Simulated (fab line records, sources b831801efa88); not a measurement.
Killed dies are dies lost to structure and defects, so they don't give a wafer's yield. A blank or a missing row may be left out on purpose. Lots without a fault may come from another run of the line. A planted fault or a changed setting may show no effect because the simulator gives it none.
Which tool did it? | flow gf180mcu | 13 lots, 39 wafers sampled, at 6 steps of a route of 602

WHAT THE GAUGES READ, wafer by wafer
GF_CONTACT_THK_MEAS_01.
lot  | measured     | on            | CONTACT_CVD_00_THK (nm)
L163 | day 15 04:03 | film_metro-01 | 300 298 299
L165 | day 15 22:00 | film_metro-03 | 298 295 295
L167 | day 16 14:41 | film_metro-01 | 297 301 295
L168 | day 16 21:24 | film_metro-02 | 302 303 300
L169 | day 17 04:17 | film_metro-03 | 304 300 303
L171 | day 18 03:28 | film_metro-02 | 300 298 298
L174 | day 19 02:55 | film_metro-02 | 297 300 294
L175 | day 19 12:04 | film_metro-01 | 298 300 301
L179 | day 21 00:15 | film_metro-02 | 305 304 303
L182 | day 21 23:01 | film_metro-01 | 291 299 300
L183 | day 22 03:54 | film_metro-01 | 306 300 302
L184 | day 22 13:59 | film_metro-01 | 302 298 304
L185 | day 22 19:28 | film_metro-03 | 298 289 294

GF_CONTACT_THK_MEAS_03.
lot  | measured     | on            | CONTACT_CVD_02_THK (nm)
L163 | day 15 04:11 | film_metro-03 | 846 859 885
L165 | day 15 22:10 | film_metro-01 | 865 850 870
L167 | day 16 14:49 | film_metro-01 | 847 852 855
L168 | day 16 21:32 | film_metro-01 | 859 860 874
L169 | day 17 04:25 | film_metro-01 | 865 861 870
L171 | day 18 03:35 | film_metro-02 | 856 854 861
L174 | day 19 03:05 | film_metro-02 | 845 1319 868
L175 | day 19 12:12 | film_metro-01 | 863 1328 884
L179 | day 21 00:23 | film_metro-02 | 858 852 840
L182 | day 21 23:09 | film_metro-03 | 861 859 873
L183 | day 22 04:02 | film_metro-03 | 854 874 855
L184 | day 22 14:07 | film_metro-03 | 861 864 871
L185 | day 22 19:35 | film_metro-01 | 848 851 854

GF_CONTACT_CD_MEAS_14: target cd 220 nm.
lot  | measured     | on        | cd_nm (nm)
L163 | day 16 01:43 | cd_sem-02 | 220.9 219.2 219.5
L165 | day 16 20:55 | cd_sem-01 | 220.7 220.8 221.9
L167 | day 17 14:25 | cd_sem-02 | 222.9 220.1 221.7
L168 | day 17 20:55 | cd_sem-01 | 221.5 221.8 221.5
L169 | day 18 04:17 | cd_sem-01 | 220.1 221.2 220.4
L171 | day 19 04:25 | cd_sem-02 | 219.9 220.3 219.2
L174 | day 20 03:41 | cd_sem-01 | 219.6 220.5 220.7
L175 | day 20 12:58 | cd_sem-01 | 218.5 220.0 219.0
L179 | day 22 00:55 | cd_sem-01 | 220.2 220.8 220.6
L182 | day 22 21:59 | cd_sem-01 | 223.2 222.2 223.1
L183 | day 23 03:31 | cd_sem-01 | 220.6 219.4 221.5
L184 | day 23 13:23 | cd_sem-02 | 219.0 218.6 218.1
L185 | day 23 18:25 | cd_sem-01 | 219.6 222.3 221.5

WHICH TOOL RAN EACH LOT (tool, then ch and the chambers of the sampled wafers, then the start)
lot  | GF_HV_LDD_ETCHBACK_58              | GF_CONTACT_CVD_02               | GF_CONTACT_CMP_04
L163 | rie_diel-01 ch 1,2, day 12 13:19   | pecvd-04 ch 0,2, day 15 04:07   | cmp-02 ch 0,1, day 15 04:14
L165 | rie_diel-02 ch 0,1, day 13 05:26   | pecvd-03 ch 0,1,2, day 15 22:04 | cmp-02 ch 1,2,3, day 15 22:13
L167 | rie_diel-01 ch 0,3, day 13 20:47   | pecvd-02 ch 0,1,2, day 16 14:45 | cmp-02 ch 1,2,3, day 16 14:53
L168 | rie_diel-04 ch 0,1, day 14 02:20   | pecvd-04 ch 0,1,2, day 16 21:26 | cmp-02 ch 0,3, day 16 21:37
L169 | rie_diel-04 ch 0,1, day 14 09:12   | pecvd-03 ch 0,1,2, day 17 04:20 | cmp-02 ch 0,1,2, day 17 04:28
L171 | rie_diel-04 ch 0,1,2, day 15 06:22 | pecvd-03 ch 0,2, day 18 03:31   | cmp-01 ch 0,2,3, day 18 03:45
L174 | rie_diel-04 ch 0,2, day 16 03:41   | pecvd-04 ch 0,1, day 19 02:58   | cmp-01 ch 0,1, day 19 03:08
L175 | rie_diel-02 ch 0,2,3, day 16 12:45 | pecvd-04 ch 0,1,2, day 19 12:08 | cmp-02 ch 0,3, day 19 12:16
L179 | rie_diel-04 ch 0,2,3, day 17 22:48 | pecvd-02 ch 0,1,2, day 21 00:19 | cmp-02 ch 1,2,3, day 21 00:26
L182 | rie_diel-02 ch 1,2,3, day 18 21:41 | pecvd-03 ch 0,1,2, day 21 23:05 | cmp-01 ch 0,1,2, day 21 23:13
L183 | rie_diel-04 ch 1,2,3, day 19 01:24 | pecvd-02 ch 0,1, day 22 03:58   | cmp-02 ch 0,1,3, day 22 04:11
L184 | rie_diel-01 ch 0,1, day 19 12:21   | pecvd-03 ch 0,2, day 22 14:02   | cmp-01 ch 0,1,2, day 22 14:10
L185 | rie_diel-04 ch 1,2, day 19 17:56   | pecvd-02 ch 1,2, day 22 19:30   | cmp-02 ch 0,3, day 22 19:38
- GF_HV_LDD_ETCHBACK_58: etches Si3N4 in CH3F/O2, stops on SiO2, time 100 s, target depth 90 nm.
- GF_CONTACT_CVD_02: deposits SiO2 from TEOS, target thk 860 nm, time 95.992 s.
- GF_CONTACT_CMP_04: polishes SiO2.

WHAT THE TOOLS THEMSELVES READ (means of the sampled wafers that have a number; where no wafer has one, the mark that the record gives instead)
GF_HV_LDD_ETCHBACK_58.
lot  | tool        | drypump_motor_current_A (A) | oes_product_au (a.u.) | throttle_valve_pct (%)
L163 | rie_diel-01 | 6.6                         | 0.829                 | 10.559
L165 | rie_diel-02 | 5.5                         | 0.841                 | 10.558
L167 | rie_diel-01 | 5.5                         | 0.834                 | 10.561
L168 | rie_diel-04 | 6.1                         | 0.844                 | 10.561
L169 | rie_diel-04 | 6.1                         | 0.842                 | 10.564
L171 | rie_diel-04 | 5.9                         | 0.837                 | 10.564
L174 | rie_diel-04 | 5.7                         | 0.841                 | 10.561
L175 | rie_diel-02 | 5.9                         | 0.845                 | 10.563
L179 | rie_diel-04 | 5.7                         | 0.842                 | 10.561
L182 | rie_diel-02 | 5.8                         | 0.839                 | 10.555
L183 | rie_diel-04 | 6.0                         | 0.841                 | 10.569
L184 | rie_diel-01 | 6.1                         | 0.842                 | 10.561
L185 | rie_diel-04 | 6.2                         | 0.838                 | 10.568

GF_CONTACT_CVD_02.
lot  | tool     | heater_power_w (W)
L163 | pecvd-04 | 712
L165 | pecvd-03 | 681
L167 | pecvd-02 | 684
L168 | pecvd-04 | 708
L169 | pecvd-03 | 730
L171 | pecvd-03 | 727
L174 | pecvd-04 | 638
L175 | pecvd-04 | 695
L179 | pecvd-02 | 711
L182 | pecvd-03 | 658
L183 | pecvd-02 | 704
L184 | pecvd-03 | 669
L185 | pecvd-02 | 646

GF_CONTACT_CMP_04.
lot  | tool   | motor_current_A (A) | time_to_endpoint_s (s)
L163 | cmp-02 | 12.6                | 114
L165 | cmp-02 | 13.0                | 111
L167 | cmp-02 | 13.0                | 106
L168 | cmp-02 | 11.7                | 109
L169 | cmp-02 | 13.4                | 110
L171 | cmp-01 | 11.3                | 112
L174 | cmp-01 | 10.9                | 173
L175 | cmp-02 | 10.9                | 169
L179 | cmp-02 | 12.7                | 105
L182 | cmp-01 | 11.0                | 117
L183 | cmp-02 | 12.1                | 112
L184 | cmp-01 | 11.1                | 116
L185 | cmp-02 | 11.4                | 107

THE ANSWER, worked out from the rows above alone
Rule: what is usual is taken from the lots themselves. Put in order of their means at a reading, lots are off if they are a third of the lots or fewer, leave a main group of 4 or more, and stand apart from it by a gap of 3 or more times the standard deviation of the main group's means; of several such gaps the widest counts. A main group whose means are all the same, to the digits that the tables above print for the reading, isn't used. A lot without any number at a reading at which 4 lots or more have one is off too. The other lots that the step has rows for count as sound. The gauges are gone through in route order, then the tools' own readings, and for those a lot's mean is taken as printed above. The first step at which some lot is off is used, and at that step the reading that is off furthest; a lot without a number counts as furthest.
Off: L174, L175, at GF_CONTACT_THK_MEAS_03 (CONTACT_CVD_02_THK). The main group: mean 860 nm, standard deviation 5.8.
A tool fits if, at a process step before that reading, it ran every lot that is off, and no sound lot after the first of them. The gauges at GF_CONTACT_THK_MEAS_03 aren't tried: what is off there is off at GF_CONTACT_CMP_04 too, on other tools, and a gauge's error can't cause that. One fits: pecvd-04 at GF_CONTACT_CVD_02. Its last sound lot is L168 (day 16 21:26), its first lot that is off L174 (day 19 02:58): a fault that began between those two fits.

WHAT THE SIMULATOR HAD PUT IN
Process parameter drift: pecvd-04, from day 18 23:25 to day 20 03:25, at GF_CONTACT_CVD_02. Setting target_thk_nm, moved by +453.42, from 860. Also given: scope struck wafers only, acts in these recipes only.
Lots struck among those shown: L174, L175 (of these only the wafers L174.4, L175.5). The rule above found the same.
